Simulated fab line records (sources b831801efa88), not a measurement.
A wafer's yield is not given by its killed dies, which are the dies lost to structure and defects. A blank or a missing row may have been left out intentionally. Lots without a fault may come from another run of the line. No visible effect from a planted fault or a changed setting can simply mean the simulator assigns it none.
Which tool did it?	flow sky130	6 lots, 18 wafers sampled, at 2 steps of a route of 708

WHAT THE GAUGES SHOWED, per wafer
SKY_LDD_P_TW_MEAS_11.
lot	measured	on	LDD_P_TW
L685	day 20 01:41	film metro-01	646 643 644
L687	day 21 01:28	film metro-01	652 653 654
L689	day 21 21:32	film metro-02	633 633 637
L697	day 24 13:51	film metro-01	402 405 403
L702	day 26 12:46	film metro-01	653 648 650
L705	day 28 05:22	film metro-01	648 653 649

WHICH TOOL RAN EACH LOT (tool, then ch and the chambers of the sampled wafers, then the start)
lot	SKY_LDD_P_IMPLANT_09
L685	implanter-03 ch 0, day 20 01:26
L687	implanter-03 ch 0, day 21 01:16
L689	implanter-01 ch 0, day 21 21:17
L697	implanter-03 ch 0, day 24 13:36
L702	implanter-02 ch 0, day 26 12:32
L705	implanter-01 ch 0, day 28 05:08
- SKY_LDD_P_IMPLANT_09

THE ANSWER, worked out from the rows above alone
Rule: usual is defined by the lots themselves. The widest of any qualifying gaps counts: lots, ordered by their means at a reading, are off when they make up no more than a third of the lots, leave a main group of 4 or more, and stand apart from it by 3 or more times the standard deviation of that group's means. If all means in a main group match to the digits the tables above print for the reading, that group is not used. Also off: a lot with no number at a reading for which 4 or more lots have one. Any other lot the step has rows for is counted as sound.
Off: L697, at SKY_LDD_P_TW_MEAS_11 (LDD_P_TW). Mean 646 and standard deviation 6.7 in the main group.
If a tool, at a process step before that reading, ran all the lots that are off and no sound lot after the first of them, it fits. The gauges at SKY_LDD_P_TW_MEAS_11 are tried like those tools. One fits: SKY_LDD_P_IMPLANT_09 on implanter-03. A fault onset in the window from L687 (day 21 01:16, its last sound lot) to L697 (day 24 13:36, its first lot off) fits.

WHAT HAD BEEN PUT IN BY THE SIMULATOR
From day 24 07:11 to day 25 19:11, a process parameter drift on implanter-03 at SKY_LDD_P_IMPLANT_09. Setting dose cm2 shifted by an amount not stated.
Struck lots among those shown: L697. The rule above found the same.
